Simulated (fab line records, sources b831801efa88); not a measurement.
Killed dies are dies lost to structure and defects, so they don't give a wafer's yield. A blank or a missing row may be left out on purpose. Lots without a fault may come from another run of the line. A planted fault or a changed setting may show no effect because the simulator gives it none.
Which tool did it? | flow gf180mcu | 10 lots, 30 wafers sampled, at 4 steps of a route of 602

WHAT THE GAUGES READ, wafer by wafer
GF_MIM_THK_MEAS_11: measures by xrf.
lot  | measured     | on            | MIM_ALCU_THK (nm)
L756 | day 24 10:05 | film_metro-02 | 196.6 198.6 193.9
L757 | day 24 20:37 | film_metro-01 | 199.9 196.9 198.2
L759 | day 25 13:40 | film_metro-03 | 196.8 198.6 197.8
L762 | day 26 20:30 | film_metro-03 | 208.9 211.4 210.0
L763 | day 27 00:28 | film_metro-02 | 210.7 211.9 207.4
L764 | day 27 15:55 | film_metro-02 | 196.3 197.2 198.0
L774 | day 30 03:56 | film_metro-03 | 196.2 196.8 196.9
L776 | day 30 17:40 | film_metro-03 | 198.2 197.5 198.3
L777 | day 30 22:56 | film_metro-01 | 198.1 198.7 197.4
L778 | day 31 05:10 | film_metro-01 | 196.4 195.2 195.7

WHICH TOOL RAN EACH LOT (tool, then ch and the chambers of the sampled wafers, then the start)
lot  | GF_V4_CMP_26                  | GF_MIM_SPUTTER_00            | GF_MIM_SPUTTER_09
L756 | cmp-02 ch 0,2,3, day 24 09:20 | pvd_sputter-03, day 24 09:32 | pvd_sputter-02, day 24 09:55
L757 | cmp-01 ch 0,1,2, day 24 19:46 | pvd_sputter-02, day 24 20:04 | pvd_sputter-04, day 24 20:26
L759 | cmp-02 ch 1,3, day 25 12:50   | pvd_sputter-03, day 25 13:08 | pvd_sputter-04, day 25 13:31
L762 | cmp-01 ch 0,2, day 26 19:43   | pvd_sputter-03, day 26 19:58 | pvd_sputter-04, day 26 20:20
L763 | cmp-01 ch 1,3, day 26 23:41   | pvd_sputter-04, day 26 23:56 | pvd_sputter-02, day 27 00:19
L764 | cmp-02 ch 0,2,3, day 27 15:07 | pvd_sputter-03, day 27 15:22 | pvd_sputter-02, day 27 15:45
L774 | cmp-02 ch 0,3, day 30 03:05   | pvd_sputter-02, day 30 03:23 | pvd_sputter-03, day 30 03:46
L776 | cmp-02 ch 0,2,3, day 30 16:50 | pvd_sputter-02, day 30 17:08 | pvd_sputter-04, day 30 17:31
L777 | cmp-02 ch 0,2, day 30 22:10   | pvd_sputter-04, day 30 22:25 | pvd_sputter-02, day 30 22:47
L778 | cmp-01 ch 0,3, day 31 04:22   | pvd_sputter-02, day 31 04:37 | pvd_sputter-04, day 31 05:00
- GF_V4_CMP_26: polishes, stops on SiO2, t overpolish 15 s, target thk 0 nm.
- GF_MIM_SPUTTER_00: material Ti, target thk 37.5 nm, time 150 s.
- GF_MIM_SPUTTER_09: material TiN, target thk 35 nm, time 29.2 s.

THE ANSWER, worked out from the rows above alone
Rule: what is usual is taken from the lots themselves. Put in order of their means at a reading, lots are off if they are a third of the lots or fewer, leave a main group of 4 or more, and stand apart from it by a gap of 3 or more times the standard deviation of the main group's means; of several such gaps the widest counts. A main group whose means are all the same, to the digits that the tables above print for the reading, isn't used. A lot without any number at a reading at which 4 lots or more have one is off too. The other lots that the step has rows for count as sound.
Off: L762, L763, at GF_MIM_THK_MEAS_11 (MIM_ALCU_THK). The main group: mean 197.3 nm, standard deviation 0.87.
A tool fits if, at a process step before that reading, it ran every lot that is off, and no sound lot after the first of them. The gauges at GF_MIM_THK_MEAS_11 are tried like those tools. None of those tried fits.

WHAT THE SIMULATOR HAD PUT IN
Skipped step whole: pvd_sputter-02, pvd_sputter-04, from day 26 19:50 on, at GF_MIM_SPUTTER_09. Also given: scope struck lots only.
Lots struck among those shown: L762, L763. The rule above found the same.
